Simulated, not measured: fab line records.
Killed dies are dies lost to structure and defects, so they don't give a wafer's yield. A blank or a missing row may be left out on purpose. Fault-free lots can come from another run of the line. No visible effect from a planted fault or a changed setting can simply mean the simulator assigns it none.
A lot that was struck, set against a sound lot | flow sky130 | 15 steps out of a route of 708
Sound: the wafers L220.2, L220.4, L220.5. Wafers L224.1, L224.2, L224.6 were the ones struck. The cause is named last.
Per side, at each step with rows, come the tool, then ch with its chambers, and then its first start. Under that, the readings that differ: sound wafers | struck wafers | difference of the means | sigmas: that difference in standard deviations of wafers without a fault.
alike: words and numbers the same on both sides, and readings whose means are apart by under 2 such deviations; not compared: readings that were withheld, readings missing a value for some wafer, numbers with overlapping values and no deviation given by the record, and bounds like >300 which may hide the same value.
The two part at a step that has a row with sigmas, a row that says differs or no value, or rows on one side only. Numbers that have no deviation but don't overlap get no sigmas and don't part them. A reading missing from all wafers of one side parts the sides only when that side holds two or more wafers.

first, 8 steps without rows for these wafers: SKY_METAL4_DEHYDRATE_05 (time 60 s); SKY_METAL4_HMDS_06 (prime time 60 s); SKY_METAL4_COAT_07 (resist thk 60 nm); SKY_METAL4_COAT_08 (resist thk 1140 nm); SKY_METAL4_SOFTBAKE_09 (time 90 s); SKY_METAL4_EXPOSE_10 (exposes mask MM4, target cd 300 nm); SKY_METAL4_PEB_11; SKY_METAL4_DEVELOP_12 (develop time 60 s).
SKY_METAL4_CD_MEAS_13 targets a cd of 300 nm.
  struck on cdSem-01, day 45 03:04; sound on cdSem-01, day 43 22:59
  alike: cdNm
SKY_METAL4_OVL_MEAS_14:
  struck on overlay-01, day 45 03:11; sound on overlay-02, day 43 23:05
  alike: METAL4_OVL
SKY_METAL4_DESCUM_15: chemistry O2, time 8 s.
  sound on rieMetal-04 ch 0,1, day 43 23:07; struck on rieMetal-02 ch 0,1, day 45 03:13
  alike: drypumpMotorCurrentA, oesProductAu
  not compared: rfHoursCounterH
SKY_METAL4_ETCH_16: etches BARC in N2/H2, stops on SiO2, time 88.2 s, target depth 60 nm.
  sound on rieMetal-04 ch 0,1, day 43 23:10; struck on rieMetal-02 ch 0,1, day 45 03:16
  alike: biasW, chamberPressureMTorr, drypumpMotorCurrentA, h2FlowSccm, oesProductAu, throttleValvePct
  not compared: rfHoursCounterH
SKY_METAL4_ETCH_17: etches SiO2 in C4F8/O2/Ar, stops on TiN, time 3.9 s, target depth 15 nm.
  sound on rieDiel-04 ch 1,2,3, day 43 23:15; struck on rieDiel-01 ch 2,3, day 45 03:22
  no value came back on the struck wafers for biasW (W), chamberPressureMTorr (mTorr), oesProductAu (a.u.); on the sound wafers biasW (W) reads 1203 1197 1199
  not compared: rfHoursCounterH
SKY_METAL4_METAL_ETCH_18: etches the open film in Cl2/BCl3, stops on SiO2, target depth 845 nm, time 183.1 s.
  sound on rieMetal-01 ch 1, day 43 23:16; struck on rieMetal-04 ch 0,1, day 45 03:22
reading                  | sound       | struck      | difference | sigmas
drypumpMotorCurrentA (A) | 5.1 5.1 5.1 | 6.0 5.7 6.1 | +0.8       | +3
  alike: bcl3FlowSccm, biasW, oesProductAu, throttleValvePct
  not compared: rfHoursCounterH
-- the record jumps here: 3 days lie between the struck wafers' starts before and after (it left off in module METAL4 and takes up again in module PAD_OPEN, whose first step shown is number 708 of the route) --
SKY_PAD_OPEN_PROBE_99:
  struck on prober-02, day 48 14:53; sound on prober-02, day 47 14:22
reading                 | sound          | struck         | difference | sigmas
defectLimitedYield (%)  | 80.7 84.1 81.3 | 0 0 0          | -82        | -46
killed_at_M4_up         | 3 5 5          | 409 393 404    | +398       | +99 or more
killedDies              | 95 78 92       | 492 492 492    | +404       | +45
killedOnRim             | 14 19 19       | 96 96 96       | +79        | +21
sort_bin_5_function (%) | 11.6 8.7 10.8  | 92.9 90.7 93.3 | +81.9      | +59
sortNPass               | 397 414 400    | 0 0 0          | -404       | -45
sortYieldPct (%)        | 80.7 84.1 81.3 | 0 0 0          | -82        | -46
  alike: killed_at_M0_to_M3, killedAtContacts, killedAtFrontEnd, killedAtOther, killedOpen, killedShort, sort_bin_3_pad_short, sort_bin_6_memory

WHERE THEY PART
Earliest at SKY_METAL4_ETCH_17; latest, in this record, at SKY_PAD_OPEN_PROBE_99.

WHY: what the simulator had put in
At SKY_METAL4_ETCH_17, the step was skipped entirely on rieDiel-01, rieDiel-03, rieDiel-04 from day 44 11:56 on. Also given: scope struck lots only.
